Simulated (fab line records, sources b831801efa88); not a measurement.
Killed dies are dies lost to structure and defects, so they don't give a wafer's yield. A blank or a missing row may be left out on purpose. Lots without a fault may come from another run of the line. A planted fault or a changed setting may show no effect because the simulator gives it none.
Which tool did it? | flow gf180mcu | 6 lots, 18 wafers sampled, at 1 step of a route of 602

WHAT THE GAUGES READ, wafer by wafer
GF_M4_OVL_MEAS_15.
lot  | measured     | on         | M4_OVL (nm)
L523 | day 23 14:13 | overlay-02 | -4 2 10
L526 | day 25 02:59 | overlay-02 | 2 7 4
L529 | day 26 03:19 | overlay-01 | -10 -7 -19
L532 | day 26 19:26 | overlay-02 | 9 10 1
L539 | day 29 00:43 | overlay-02 | -1 0 2
L544 | day 30 10:55 | overlay-01 | -9 -4 -5

WHICH TOOL RAN EACH LOT (tool, then ch and the chambers of the sampled wafers, then the start)
The record holds no process step before these readings.

THE ANSWER, worked out from the rows above alone
Rule: what is usual is taken from the lots themselves. Put in order of their means at a reading, lots are off if they are a third of the lots or fewer, leave a main group of 4 or more, and stand apart from it by a gap of 3 or more times the standard deviation of the main group's means; of several such gaps the widest counts. A main group whose means are all the same, to the digits that the tables above print for the reading, isn't used. A lot without any number at a reading at which 4 lots or more have one is off too. The other lots that the step has rows for count as sound.
No lot is off at any reading shown: from this, nothing can be told.

WHAT THE SIMULATOR HAD PUT IN
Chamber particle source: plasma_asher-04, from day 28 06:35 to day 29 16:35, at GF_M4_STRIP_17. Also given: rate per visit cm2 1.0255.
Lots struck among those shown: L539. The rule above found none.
